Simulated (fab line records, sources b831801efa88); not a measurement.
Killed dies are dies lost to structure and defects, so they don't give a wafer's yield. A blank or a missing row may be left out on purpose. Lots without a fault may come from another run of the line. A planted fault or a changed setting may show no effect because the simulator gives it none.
Chamber matching | flow sky130 | SKY_VIA3_ETCH_15 on rie_diel-01: 4 sister chambers
The step etches SiO2 in C4F8/O2/Ar, stops on TiN, target depth 507 nm, time 78 s. 16 wafers are shown with their chamber, then 8 later ones without.

WAFERS WITH THEIR CHAMBER
wafer  | chamber | oes_product_au (a.u.)
L075.2 | 1       | 0.945
L075.5 | 2       | 0.942
L075.6 | 3       | 0.942
L078.3 | 3       | 0.943
L078.5 | 0       | 0.932
L078.6 | 3       | 0.945
L082.2 | 0       | 0.935
L082.5 | 1       | 0.937
L082.6 | 0       | 0.938
L085.4 | 3       | 0.941
L085.5 | 2       | 0.946
L085.6 | 3       | 0.939
L087.2 | 3       | 0.942
L087.4 | 2       | 0.947
L087.6 | 2       | 0.941
L088.3 | 0       | 0.935

SIGNATURES (means of the wafers above)
reading        | chamber 0 | chamber 1 | chamber 2 | chamber 3 | scatter within a chamber
oes_product_au | 0.93500   | 0.94100   | 0.94400   | 0.94200   | 0.00283
Rule: a wafer's distance from a chamber is the root of the sum, over the readings, of the square of ((its reading less the chamber's mean) divided by the reading's scatter). The wafer belongs to the nearest chamber; if the next one is less than 2 further off, it can't be placed. The scatter: the root of (the sum of the squares of (reading less its chamber's mean) over the shown wafers, divided by (wafers less chambers)).

WAFERS WITHOUT THEIR CHAMBER
wafer  | oes_product_au (a.u.)
L088.4 | 0.943
L088.6 | 0.942
L095.1 | 0.946
L095.2 | 0.936
L095.6 | 0.938
L097.3 | 0.942
L097.5 | 0.932
L097.6 | 0.945

WHICH CHAMBER EACH WENT THROUGH
wafer  | from the rows above               | in truth
L088.4 | can't be placed: 2 or 3 or 1      | 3
L088.6 | can't be placed: 3 or 1 or 2      | 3
L095.1 | can't be placed: 2 or 3 or 1      | 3
L095.2 | can't be placed: 0 or 1 or 3      | 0
L095.6 | can't be placed: 0 or 1 or 3 or 2 | 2
L097.3 | can't be placed: 3 or 1 or 2      | 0
L097.5 | 0                                 | 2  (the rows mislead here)
L097.6 | can't be placed: 2 or 3 or 1      | 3
Placed correctly: 0 of 8. Can't be placed from these rows: 7 (the true chamber is among the candidates in 6). Placed wrongly: 1.
